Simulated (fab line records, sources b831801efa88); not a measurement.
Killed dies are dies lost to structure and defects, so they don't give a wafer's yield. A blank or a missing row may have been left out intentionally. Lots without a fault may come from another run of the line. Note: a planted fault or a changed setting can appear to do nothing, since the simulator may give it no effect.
Problem report, 8D (eight disciplines) form, completed by code -- flow sky130 -- the parts of the form that need people (team, actions taken, sign-off) are left out

== 1. THE ISSUE ==
Mean CAPM_TIN_RS at SKY_CAPM_RS_MEAS_03: 7.96 ohm/sq over 2 wafers in 2 lots; fault-free wafers: 6.87 ohm/sq, standard deviation 0.1. That is +11 standard deviations from the usual mean.
The step: measures by four-point-probe.
First seen on wafer L102.2, day 39 08:10, on film metro-02. Wafers with a number at this step in the record: 28, from 10 lots. Rule for "out" (also "out of limits"): further than 4 standard deviations from the usual mean. The other wafers with a number count as sound.

== 2. WHAT THIS IS AND IS NOT ==
question,is,is not
which readings at this step,CAPM_TIN_RS,-
which lots,"L102, L103","L107, L109, L111, L114, L115, L994, L995, L996"
which wafers of those lots,"L102.2, L103.2","L102.4, L103.3"
read on which gauges,film metro-02,"film metro-01, film metro-03"
when,from day 39 08:10,"up to then (10 sound wafers); but 16 sound wafers of L103, L107, L109, L111, L114, L115 came after"

== 3. THE SUSPECTS, EACH WITH WHAT RULES IT OUT ==
Counting: a tool at a process step up to the reading stays a suspect if it ran every lot that is out. Sound lots after the first of them don't rule it out here, since some wafers of a struck lot are sound.
- the gauge at SKY_CAPM_RS_MEAS_03 has been ruled out. All the wafers that are out were read on film metro-02, but those of them that SKY_CAPM_METAL_ETCH_13 has rows for are out there too, on other tools.
- cvd w-01 at SKY_VIA2_CVD_21 (deposits W, target thk 420 nm, time 126.4 s): kept. It ran every lot that is out, first L102 (day 39 07:11); its last sound lot up to then is L996 (day 38 04:26).
- pvd sputter-03 at SKY_CAPM_SPUTTER_02 (material TiN, target thk 200 nm, time 166.7 s): kept. It ran every lot that is out, first L102 (day 39 08:02); its last sound lot up to then is L995 (day 38 07:05).
After counting, cvd w-01 at SKY_VIA2_CVD_21 and pvd sputter-03 at SKY_CAPM_SPUTTER_02 remain.

== 4. THE CAUSE (what the simulator had put in) ==
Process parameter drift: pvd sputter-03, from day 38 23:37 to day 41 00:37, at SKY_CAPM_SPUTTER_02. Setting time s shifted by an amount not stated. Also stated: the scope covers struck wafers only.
Of the 2 suspects that counting leaves, this tool is one.

== 5. THE CHAIN OF EFFECTS, in route order ==
Rows list readings where the struck wafers' mean (over those with a number) sits beyond 3 standard deviations from the usual. Scope: only readings with a usual standard deviation given in the record; hours: median across lots of the time from each lot's start at the first step in this table that gives one to its start at this step; sigmas: change in usual standard deviations.
hours,step,reading,usual,on struck wafers,change,sigmas
0,SKY_CAPM_RS_MEAS_03,CAPM_TIN_RS,6.87 ohm/sq,7.96,+1.09,+11
0,SKY_CAPM_THK_MEAS_04,CAPM_TIN_THK,204.0 nm,175.9,-28.1,-9.3
23,SKY_CAPM_METAL_ETCH_13,oes product au,0.944 a.u.,0.869,-0.075,-7.9
23,SKY_CAPM_METAL_ETCH_13,throttle valve pct,21.899 %,21.944,+0.045,+4.1
Its process steps:
- SKY_CAPM_METAL_ETCH_13: etches TiN in Cl2/BCl3, stops on SiO2, target depth 220 nm, time 62.9 s.
Readings that are blank on the struck wafers while sound wafers have them: susceptor temp C at SKY_CAPM_SPUTTER_02.

== 6. WHAT WOULD HAVE CAUGHT IT SOONER ==
The first out-of-limits reading at a measuring or inspecting step in this record came at day 39 08:10, 9 hours after the fault's start at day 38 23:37.
L103, from the lots that are out (2), started SKY_CAPM_SPUTTER_02 on pvd sputter-03 later than day 39 08:10. Holding the tool at that time would have saved it.
